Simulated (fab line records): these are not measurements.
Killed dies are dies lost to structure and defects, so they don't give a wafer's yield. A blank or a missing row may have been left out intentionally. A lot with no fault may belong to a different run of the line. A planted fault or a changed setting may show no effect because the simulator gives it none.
Comparing a struck lot with a sound one || flow sfq-line || 42 out of 325 route steps
Sound: the wafers L320.1, L320.3, L320.5. Struck: wafer L309.3. (L309.2 of the same lot was not struck and is left out.) The cause comes at the end.
Each step with rows lists, per side, the tool, then ch with its chambers, then its first start. Under that, the readings that differ: sound wafers || struck wafers || difference of the means || sigmas: that difference in standard deviations of wafers without a fault.
alike: readings with means less than 2 such deviations apart, plus words and numbers identical on both sides. not compared: withheld readings, readings lacking a value on some wafer, bounds such as >300 that could conceal the same value, and numbers that have no deviation in the record and whose values overlap.
A row with sigmas, a row that says differs or no value, or rows on one side alone: a step with any of these is where the two part. Numbers that have no deviation but don't overlap get no sigmas and don't part them. A reading that every wafer of one side lacks parts them only if that side has two wafers or more.

first, 6 steps without rows for these wafers: SFQ_TRILAYER_M4_LITHO_COAT_098 (resist thk 62 nm); SFQ_TRILAYER_M4_LITHO_COAT_093 (resist thk 600 nm); SFQ_TRILAYER_M4_LITHO_SOFTBAKE_097; SFQ_TRILAYER_M4_LITHO_EXPOSE_094 (exposes mask M4, target cd 500 nm); SFQ_TRILAYER_M4_LITHO_PEB_096 (peb time 60 s); SFQ_TRILAYER_M4_LITHO_DEVELOP_095 (time 60 s).
SFQ_M4_OVL_MEAS_926:
  struck on overlay-01, day 59 05:42; sound on overlay-02, day 61 15:25
  alike: M4_OVL
SFQ_TRILAYER_M4_BARC_OPEN_METAL_ETCH_123: etches BARC in O2, target depth 125 nm, time 41.7 s.
  sound on rie-metal-03 ch 0,1, day 61 15:27; struck on rie-metal-04 ch 0, day 59 05:44
  alike: drypump-motor-current-A, oes-product-au, rf-fwd-power-W
  not compared: rf-hours-counter-h
then, 1 step without rows for these wafers: SFQ_TRILAYER_M4_ETCH_METAL_ETCH_096 (etches Nb in Cl2/Ar, stops on SiO2, target depth 240 nm, time 120 s).
SFQ_TRILAYER_M4_STRIP_STRIP_097: strips in O2.
  sound on rie-metal-03 ch 0,1, day 61 15:38; struck on rie-metal-04 ch 0, day 59 05:55
  alike: drypump-motor-current-A, oes-product-au
  not compared: rf-hours-counter-h
then, 1 step without rows for these wafers: SFQ_TRILAYER_M4_STRIP_SOLV_CLEAN_098 (cleans in NMP, time 600 s).
SFQ_TRILAYER_I4_DEP_PECVD_099: deposits SiO2 from SiH4/N2O, time 111.11 s, target thk 500 nm.
  sound on pecvd-03 ch 0,1, day 61 16:25; struck on pecvd-01 ch 2, day 59 06:41
  alike: heater-power-w, rf-fwd-power-W, throttle-valve-pct
SFQ_TRILAYER_I4_CMP_CMP_100: polishes SiO2.
  sound on cmp-02 ch 1,2,3, day 62 11:26; struck on cmp-02 ch 3, day 59 09:41
{"reading": "model.SiO2_of_TRILAYER_I4_DEP_PECVD_099.thk-nm (nm)", "sound": "199.9 199 201.6", "struck": 180.9, "difference": -19.3, "sigmas": ""}
  alike: motor-current-A, time-to-endpoint-s
SFQ_I4_BOW_MEAS_927:
  struck on film-metro-02, day 59 12:43; sound on film-metro-01, day 62 13:26
  alike: I4_BOW
SFQ_TRILAYER_I4_METRO_MEASURE_101:
  struck on film-metro-02, day 59 13:01; sound on film-metro-01, day 62 13:34
{"reading": "thk-nm (nm)", "sound": "199.9 199.1 201.7", "struck": 180.8, "difference": -19.4, "sigmas": -18}
then, 6 steps without rows for these wafers: SFQ_TRILAYER_I4_VIA_LITHO_COAT_108 (resist thk 62 nm); SFQ_TRILAYER_I4_VIA_LITHO_COAT_103 (resist thk 650 nm); SFQ_TRILAYER_I4_VIA_LITHO_SOFTBAKE_107; SFQ_TRILAYER_I4_VIA_LITHO_EXPOSE_104 (exposes mask I4, target cd 700 nm); SFQ_TRILAYER_I4_VIA_LITHO_PEB_106 (peb time 60 s); SFQ_TRILAYER_I4_VIA_LITHO_DEVELOP_105 (time 60 s).
-- the record jumps here: 4 days lie between the struck wafers' starts before and after --
SFQ_I4_OVL_MEAS_928:
  struck on overlay-02, day 64 00:04; sound on overlay-01, day 66 14:43
  alike: I4_OVL
then, 1 step without rows for these wafers: SFQ_TRILAYER_I4_VIA_BARC_OPEN_VIA_ETCH_146 (etches BARC in O2, target depth 125 nm, time 41.7 s).
SFQ_TRILAYER_I4_VIA_ETCH_VIA_ETCH_106: etches SiO2 in CHF3, stops on Nb, target depth 260 nm.
  sound on rie-diel-01 ch 0,1,3, day 66 14:47; struck on rie-diel-04 ch 1, day 64 00:08
{"reading": "oes-product-au (a.u.)", "sound": "0.856 0.853 0.861", "struck": 0.814, "difference": -0.043, "sigmas": -8}
{"reading": "model.I4.feature-depth-nm (nm)", "sound": "199.9 199 201.6", "struck": 180.9, "difference": -19.3, "sigmas": ""}
{"reading": "model.etch.depth-nm (nm)", "sound": "199.9 199 201.6", "struck": 180.9, "difference": -19.3, "sigmas": ""}
  alike: drypump-motor-current-A, rf-fwd-power-W
then, 4 steps without rows for these wafers: SFQ_TRILAYER_I4_VIA_STRIP_STRIP_107 (strips in O2); SFQ_TRILAYER_I4_VIA_STRIP_SOLV_CLEAN_108 (cleans in NMP, time 600 s); SFQ_TRILAYER_JJ_TRILAYER_DEP_PRE_CLEAN_113 (time 22.5 s); SFQ_TRILAYER_JJ_TRILAYER_DEP_SPUTTER_109 (material Nb, target thk 150 nm, time 100 s).
SFQ_TRILAYER_JJ_TRILAYER_DEP_SPUTTER_110: material Al, target thk 8 nm, time 10 s.
  struck on pvd-sputter-05, day 64 01:08; sound on pvd-sputter-04, day 66 15:47
  alike: throttle-valve-pct
then, 2 steps without rows for these wafers: SFQ_TRILAYER_JJ_TRILAYER_DEP_AL_OXIDATION_111 (oxidation time 600 s); SFQ_TRILAYER_JJ_TRILAYER_DEP_SPUTTER_112 (material Nb, target thk 170 nm, time 113.3 s).
SFQ_JJ_RS_MEAS_929: measures by four-point-probe.
  struck on film-metro-04, day 64 02:15; sound on film-metro-03, day 66 16:53
  alike: JJ_NB_RS
then, 6 steps without rows for these wafers: SFQ_TRILAYER_JJ_CE_LITHO_COAT_119 (resist thk 62 nm); SFQ_TRILAYER_JJ_CE_LITHO_COAT_114 (resist thk 600 nm); SFQ_TRILAYER_JJ_CE_LITHO_SOFTBAKE_118; SFQ_TRILAYER_JJ_CE_LITHO_EXPOSE_115 (exposes mask J5, target cd 700 nm); SFQ_TRILAYER_JJ_CE_LITHO_PEB_117 (peb time 60 s); SFQ_TRILAYER_JJ_CE_LITHO_DEVELOP_116 (time 60 s).
-- the record jumps here: 4 days lie between the struck wafers' starts before and after --
SFQ_JJ_OVL_MEAS_931:
  struck on overlay-01, day 68 13:46; sound on overlay-02, day 71 08:20
  alike: J5_OVL
SFQ_TRILAYER_JJ_CE_METRO_MEASURE_117:
  struck on cd-sem-02, day 68 14:00; sound on cd-sem-01, day 71 08:22
  alike: cd-nm
then, 1 step without rows for these wafers: SFQ_TRILAYER_JJ_CE_BARC_OPEN_RIE_150 (chemistry O2, target BARC, target depth 240 nm, time 80 s).
-- the record jumps here: 4 days lie between the struck wafers' starts before and after --
SFQ_TRILAYER_M5_ETCH_METAL_ETCH_126: etches Nb in Cl2/BCl3, stops on SiO2, time 203.2 s, target depth 265 nm.
  sound on rie-metal-01 ch 0,1, day 75 16:21; struck on rie-metal-02 ch 0, day 72 21:52
{"reading": "model.SiO2_of_TRILAYER_I4_DEP_PECVD_099.thk-nm (nm)", "sound": "179.8 179.4 181.5", "struck": 161, "difference": -19, "sigmas": ""}
  alike: drypump-motor-current-A, oes-product-au, rf-fwd-power-W
  not compared: rf-hours-counter-h

## WHERE THEY PART
Earliest at SFQ_TRILAYER_I4_METRO_MEASURE_101; latest, in this record, at SFQ_TRILAYER_I4_VIA_ETCH_VIA_ETCH_106. Later steps at which nothing parts them and some readings are alike: SFQ_TRILAYER_JJ_TRILAYER_DEP_SPUTTER_110, SFQ_JJ_RS_MEAS_929, SFQ_JJ_OVL_MEAS_931, SFQ_TRILAYER_JJ_CE_METRO_MEASURE_117, SFQ_TRILAYER_M5_ETCH_METAL_ETCH_126.

WHY: the cause the simulator had injected
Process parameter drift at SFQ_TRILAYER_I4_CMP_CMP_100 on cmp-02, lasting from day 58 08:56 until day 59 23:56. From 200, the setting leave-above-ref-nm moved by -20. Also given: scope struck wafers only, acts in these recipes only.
